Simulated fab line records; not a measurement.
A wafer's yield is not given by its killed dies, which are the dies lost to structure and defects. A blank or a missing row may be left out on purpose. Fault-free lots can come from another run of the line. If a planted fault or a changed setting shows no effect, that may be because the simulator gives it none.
Which of the tools did it? | flow gf180mcu | 6 lots with 18 wafers sampled at 3 steps, on a route of 602 steps

## WHAT THE GAUGES READ, wafer by wafer
GF_HV_LDD_OVL_MEAS_08.
lot  | measured     | on         | HV_LDD_OVL (nm)
L509 | day 10 22:03 | overlay-01 | -0.7 -0.4 -0.6
L511 | day 11 18:23 | overlay-02 | -1.3 -0.5 -1.6
L513 | day 12 07:43 | overlay-02 | 0.1 -0.3 -0.6
L515 | day 13 07:25 | overlay-01 | -3.0 1.2 -0.2
L526 | day 16 03:36 | overlay-01 | -0.4 -0.5 -1.9
L528 | day 16 16:41 | overlay-01 | 0.0 -0.9 -2.0

## TOOL THAT RAN EACH LOT (tool first, then ch and the chambers of the sampled wafers, then the start)
lot  | GF_VT_IMPLANT_COAT_02            | GF_VT_IMPLANT_STRIP_09
L509 | lithoTrack-04 ch 0, day 6 00:56  | plasmaAsher-04 ch 0,1, day 6 09:34
L511 | lithoTrack-04 ch 0, day 6 13:37  | plasmaAsher-02 ch 0,1, day 6 21:25
L513 | lithoTrack-04 ch 0, day 7 02:17  | plasmaAsher-01 ch 0,1, day 7 10:19
L515 | lithoTrack-04 ch 0, day 7 21:59  | plasmaAsher-04 ch 0,1, day 8 06:14
L526 | lithoTrack-01 ch 0, day 10 08:25 | plasmaAsher-02 ch 0,1, day 10 17:32
L528 | lithoTrack-01 ch 0, day 10 22:19 | plasmaAsher-02 ch 0,1, day 11 07:20
- GF_VT_IMPLANT_COAT_02: resist thk 1000 nm.
- GF_VT_IMPLANT_STRIP_09: strips in O2/N2.

## THE ANSWER, worked out from the rows above alone
Rule: usual is defined by the lots themselves. Put in order of their means at a reading, lots are off if they are a third of the lots or fewer, leave a main group of 4 or more, and stand apart from it by a gap of 3 or more times the standard deviation of the main group's means; of several such gaps the widest counts. Not used: any main group whose means are identical at the precision the tables above print for the reading. Also off: a lot with no number at a reading for which 4 or more lots have one. Where the step has rows for the other lots, those lots are counted as sound.
Nothing can be told from this: no lot is off at any reading shown.

## WHAT HAD BEEN PUT IN BY THE SIMULATOR
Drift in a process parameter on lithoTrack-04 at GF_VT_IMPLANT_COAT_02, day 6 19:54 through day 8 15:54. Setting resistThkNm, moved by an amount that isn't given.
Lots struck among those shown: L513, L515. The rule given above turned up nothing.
